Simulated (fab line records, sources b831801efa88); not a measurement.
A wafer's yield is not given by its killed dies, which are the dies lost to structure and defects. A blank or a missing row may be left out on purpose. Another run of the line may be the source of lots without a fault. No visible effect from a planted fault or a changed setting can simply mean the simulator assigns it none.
Chamber matching / flow sky130 / SKY_METAL4_ETCH_17 on rieDiel-03 has 4 sister chambers
The step etches SiO2 in C4F8/O2/Ar, stops on TiN, time 3.9 s, target depth 15 nm. 4 wafers are shown with their chamber, then 8 later ones without.

WAFERS WITH THEIR CHAMBER
wafer=L083.2; chamber=0; oesProductAu (a.u.)=0.750
wafer=L083.4; chamber=2; oesProductAu (a.u.)=0.757
wafer=L083.6; chamber=1; oesProductAu (a.u.)=0.751
wafer=L082.1; chamber=3; oesProductAu (a.u.)=0.752

WAFERS MISSING THEIR CHAMBER
wafer=L082.3; oesProductAu (a.u.)=0.754
wafer=L082.6; oesProductAu (a.u.)=0.772
wafer=L091.1; oesProductAu (a.u.)=0.753
wafer=L091.2; oesProductAu (a.u.)=0.764
wafer=L091.3; oesProductAu (a.u.)=0.752
wafer=L095.2; oesProductAu (a.u.)=0.751
wafer=L095.3; oesProductAu (a.u.)=0.753
wafer=L095.5; oesProductAu (a.u.)=0.774

THE CHAMBER EACH PASSED THROUGH
wafer=L082.3; from the rows above=can't be placed: 3 or 1 or 2 or 0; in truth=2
wafer=L082.6; from the rows above=can't be placed: 2 or 3 or 1 or 0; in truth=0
wafer=L091.1; from the rows above=can't be placed: 3 or 1 or 0 or 2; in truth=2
wafer=L091.2; from the rows above=can't be placed: 2 or 3 or 1 or 0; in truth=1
wafer=L091.3; from the rows above=can't be placed: 3 or 1 or 0 or 2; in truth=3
wafer=L095.2; from the rows above=can't be placed: 1 or 0 or 3 or 2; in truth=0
wafer=L095.3; from the rows above=can't be placed: 3 or 1 or 0 or 2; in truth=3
wafer=L095.5; from the rows above=can't be placed: 2 or 3 or 1 or 0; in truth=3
0 of 8 placed correctly. Cannot be placed on the basis of these rows: 8; the candidates contain the true chamber in 8. Number placed wrongly: 0.
How it was worked out, from the rows above alone: a wafer's distance from a chamber is the root of the sum, over the readings, of the square of ((its reading less the chamber's mean) divided by the reading's scatter). The wafer belongs to the nearest chamber; if the next one is less than 2 further off, it can't be placed. The mean given for a chamber averages the wafers shown for that chamber. The scatter: with one shown wafer a chamber, the root of the mean of the squares of how far each hidden wafer lies from its nearest shown one.
